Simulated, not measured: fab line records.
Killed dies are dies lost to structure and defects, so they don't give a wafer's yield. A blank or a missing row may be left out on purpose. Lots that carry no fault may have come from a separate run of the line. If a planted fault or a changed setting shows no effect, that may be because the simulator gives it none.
One fault through the eyes of 2 desks || flow gf180mcu || each desk has only its own numbers; what lay behind them comes last

== FOR THE TOOL OWNER'S DESK: implanter-01 ==
The tool's own readings at GF_NSD_IMPLANT_10: means of the sampled wafers that have a number, for each lot that ran on this tool. A lot is out of limits, marked OUT, if its mean lies more than 4 standard deviations from the usual mean; the brackets give that distance.
Columns: A = beam-energy-keV at GF_NSD_IMPLANT_10, usual 39.998; B = dose-ions-cm2 at GF_NSD_IMPLANT_10, usual 5.001e+14; C = end-station-pressure-torr at GF_NSD_IMPLANT_10, usual 7.2e-06 Torr; D = faraday-current-uA at GF_NSD_IMPLANT_10, usual 2784
{"lot": "L791", "first seen here": "day 14 16:34", "A": 39.982, "B": 5.002e+14, "C": 7.6e-06, "D": 2785}
{"lot": "L797", "first seen here": "day 16 20:58", "A": 40.004, "B": 5.004e+14, "C": 6.8e-06, "D": 2782}
{"lot": "L799", "first seen here": "day 17 12:25", "A": 39.987, "B": 5.003e+14, "C": 7.6e-06, "D": 2805}
{"lot": "L800", "first seen here": "day 17 17:16", "A": 39.995, "B": "1.453e+14 (-99 or more) OUT", "C": "5.6e-06 (-4.5) OUT", "D": "809 (-33) OUT"}
{"lot": "L801", "first seen here": "day 18 13:28", "A": 39.993, "B": "1.444e+14 (-99 or more) OUT", "C": "5.6e-06 (-4.4) OUT", "D": "787 (-33) OUT"}
{"lot": "L803", "first seen here": "day 19 00:01", "A": 40.006, "B": "1.449e+14 (-99 or more) OUT", "C": "5.5e-06 (-4.7) OUT", "D": "801 (-33) OUT"}
This desk's finding: out of limits on L800, L801, L803; first on L800, day 17 17:16 (dose-ions-cm2 at GF_NSD_IMPLANT_10). L791, L797, L799: within limits.

== THE METROLOGY DESK ==
What the gauges read, lot by lot, whatever tool the lot ran on: means of the sampled wafers that have a number. A lot is out of limits, marked OUT, if its mean lies more than 4 standard deviations from the usual mean; the brackets give that distance.
Columns: A = HV_LDD_OVL at GF_HV_LDD_OVL_MEAS_08, usual 0.2 nm; B = HV_LDD_03_OVL at GF_HV_LDD_OVL_MEAS_47, usual 0.4 nm; C = NSD_TW at GF_NSD_TW_MEAS_12, usual 4283; D = NSD_RS at GF_PSD_RS_MEAS_14, usual 46.15 ohm/sq
{"lot": "L789", "first seen here": "day 10 13:31", "A": -0.3, "B": 0.9, "C": 4242, "D": 46.06}
{"lot": "L791", "first seen here": "day 11 05:58", "A": -0.1, "B": -0.7, "C": 4237, "D": 46.10}
{"lot": "L794", "first seen here": "day 12 03:46", "A": -0.5, "B": 1.3, "C": 4213, "D": 46.06}
{"lot": "L795", "first seen here": "day 12 13:12", "A": -1.7, "B": 0.7, "C": 4343, "D": 46.23}
{"lot": "L796", "first seen here": "day 12 21:04", "A": -0.1, "B": -0.4, "C": 4335, "D": 46.27}
{"lot": "L797", "first seen here": "day 13 04:43", "A": 2.3, "B": -1.6, "C": 4258, "D": 46.09}
{"lot": "L799", "first seen here": "day 13 18:46", "A": -1.1, "B": 2.7, "C": 4337, "D": 46.11}
{"lot": "L800", "first seen here": "day 13 22:48", "A": 0.9, "B": -0.4, "C": 4303, "D": "50.11 (+48) OUT"}
{"lot": "L801", "first seen here": "day 14 12:02", "A": 0.9, "B": -1.1, "C": 4338, "D": "50.18 (+49) OUT"}
{"lot": "L803", "first seen here": "day 15 01:16", "A": 0.0, "B": 2.9, "C": 4211, "D": "50.12 (+48) OUT"}
{"lot": "L807", "first seen here": "day 16 04:57", "A": 1.0, "B": -0.8, "C": 4211, "D": 46.12}
{"lot": "L810", "first seen here": "day 17 01:14", "A": 2.9, "B": -0.3, "C": 4225, "D": 46.13}
This desk finds L800, L801, L803 out of limits, with the earliest case on L800 at day 18 17:10 (NSD_RS at GF_PSD_RS_MEAS_14). L789, L791, L794, L795, L796, L797, L799, L807, L810: within limits.

== PUT TOGETHER ==
An alarm could have come from the tool owner's desk at day 17 17:16, on L800, L801, L803.
An alarm was possible from the metrology desk at day 18 17:10, on L800, L801, L803.
On implanter-01, each named lot ran GF_NSD_IMPLANT_10.

== WHAT THE SIMULATOR HAD INSERTED ==
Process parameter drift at GF_NSD_IMPLANT_10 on implanter-01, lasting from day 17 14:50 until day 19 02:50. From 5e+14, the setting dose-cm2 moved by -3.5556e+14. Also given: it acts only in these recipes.
Shown lots that were struck: L800, L801, L803.
Delay (hours) between the fault's onset and each desk's first out-of-limits reading: 2 at the tool owner's desk, 26 at the metrology desk.
